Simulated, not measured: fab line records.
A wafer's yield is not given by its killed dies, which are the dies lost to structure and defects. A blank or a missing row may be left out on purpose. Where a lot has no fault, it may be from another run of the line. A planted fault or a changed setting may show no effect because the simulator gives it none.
A struck lot beside a sound one :: flow sky130 :: 17 out of 708 route steps
Sound: these wafers, L168.1, L168.4, L168.5. The struck wafers were L183.4, L183.5, L183.6. Last of all comes the cause.
Order at every step that has rows: each side's tool, ch and its chambers, its first start. Under that, the readings that differ: sound wafers :: struck wafers :: difference of the means :: sigmas: that difference in standard deviations of wafers without a fault.
alike: readings with means less than 2 such deviations apart, plus words and numbers identical on both sides. not compared: withheld readings, readings lacking a value on some wafer, bounds such as >300 that could conceal the same value, and numbers that have no deviation in the record and whose values overlap.
The two part at a step that has a row with sigmas, a row that says differs or no value, or rows on one side only. When numbers do not overlap yet have no deviation, they are printed without sigmas and do not part them. A reading missing from all wafers of one side parts the sides only when that side holds two or more wafers.

first, 1 step without rows for these wafers: SKY_LDD_N_IMPLANT_15.
SKY_LDD_N_STRIP_16: strips in O2/N2.
  sound on plasma-asher-04 ch 0,1, day 17 23:43; struck on plasma-asher-02 ch 0,1, day 23 20:23
  alike: drypump-motor-current-A, oes-product-au, strip-time-to-endpoint-s
  not compared: rf-hours-counter-h
SKY_LDD_N_TW_MEAS_17:
  sound on film-metro-04, day 17 23:49; struck on film-metro-02, day 23 20:29
  alike: LDD_N_TW
then, 7 steps without rows for these wafers: SKY_LDD_P_DEHYDRATE_00 (time 60 s); SKY_LDD_P_HMDS_01 (prime time 60 s); SKY_LDD_P_COAT_02 (resist thk 1140 nm); SKY_LDD_P_SOFTBAKE_03 (time 60 s); SKY_LDD_P_EXPOSE_04 (exposes mask PSDM, target cd 380 nm); SKY_LDD_P_PEB_05; SKY_LDD_P_DEVELOP_06 (develop time 60 s).
SKY_LDD_P_CD_MEAS_07 targets a cd of 380 nm.
  sound on cd-sem-02, day 19 05:22; struck on cd-sem-01, day 25 02:46
  alike: cd-nm
SKY_LDD_P_OVL_MEAS_08:
  sound on overlay-02, day 19 05:29; struck on overlay-01, day 25 02:50
  alike: LDD_P_OVL
SKY_LDD_P_IMPLANT_09:
  sound on implanter-02 ch 0, day 19 05:32; struck on implanter-03 ch 0, day 25 03:15
  alike: beam-on-s
SKY_LDD_P_STRIP_10: strips in O2/N2.
  sound on plasma-asher-01 ch 0,1, day 19 05:41; struck on plasma-asher-04 ch 0,1, day 25 03:21
  alike: drypump-motor-current-A, oes-product-au, strip-time-to-endpoint-s
  not compared: rf-hours-counter-h
SKY_LDD_P_TW_MEAS_11:
  sound on film-metro-01, day 19 05:47; struck on film-metro-03, day 25 03:47
reading: LDD_P_TW
sound: 636 636 632
struck: 783 784 785
difference: +149
sigmas: +31
then, 1 step without rows for these wafers: SKY_LDD_HVN_DEHYDRATE_00 (time 60 s).
-- a jump in the record: the struck wafers' starts before and after are 25 days apart (it breaks off in module LDD_HVN and resumes in module PAD_OPEN, where the first step shown is number 708 of the route) --
SKY_PAD_OPEN_PROBE_99:
  sound on prober-01, day 46 06:14; struck on prober-01, day 50 03:18
reading: model.etest.tip-p.rs-ohm-sq
sound: 6929 6989 6954
struck: 3905 3948 3942
difference: -3026
sigmas: 

reading: model.etest.pfet_01v8.r-on-ohm-um
sound: 3046 3003 2958
struck: 2618 2747 2678
difference: -321
sigmas: 

reading: model.etest.pfet_01v8.drive-ua-um
sound: 181 184.7 186.4
struck: 221.4 207.9 215.5
difference: +30.9
sigmas: 

reading: model.etest.sram-pfet-latch.drive-ua-um
sound: 132.9 132.8 139.4
struck: 165 160.3 154.8
difference: +25
sigmas: 

reading: model.etest.pfet_01v8_hvt.drive-ua-um
sound: 133.7 136.3 137.9
struck: 165.3 153.9 161.6
difference: +24.3
sigmas: 

reading: model.etest.pfet_01v8_mvt.drive-ua-um
sound: 144.8 145.8 147.8
struck: 164.6 157.7 161.1
difference: +15.0
sigmas: 

reading: model.etest.pfet_01v8_lvt.drive-ua-um
sound: 171.4 173.6 174.4
struck: 186.8 182 185.4
difference: +11.6
sigmas: 

reading: model.etest.pfet_01v8.off-log10-a-um
sound: -10.44 -10.18 -10.13
struck: -8.065 -8.6 -8.54
difference: +1.848
sigmas: 
  alike: killed_at_M0_to_M3, killed_at_M4_up, killed-at-contacts, killed-at-front-end, killed-at-other, killed-dies, killed-open, killed-short

WHERE THEY PART
Within this record, at SKY_LDD_P_TW_MEAS_11 only. Later steps at which nothing parts them and some readings are alike: SKY_PAD_OPEN_PROBE_99.

WHY: what the simulator had put in
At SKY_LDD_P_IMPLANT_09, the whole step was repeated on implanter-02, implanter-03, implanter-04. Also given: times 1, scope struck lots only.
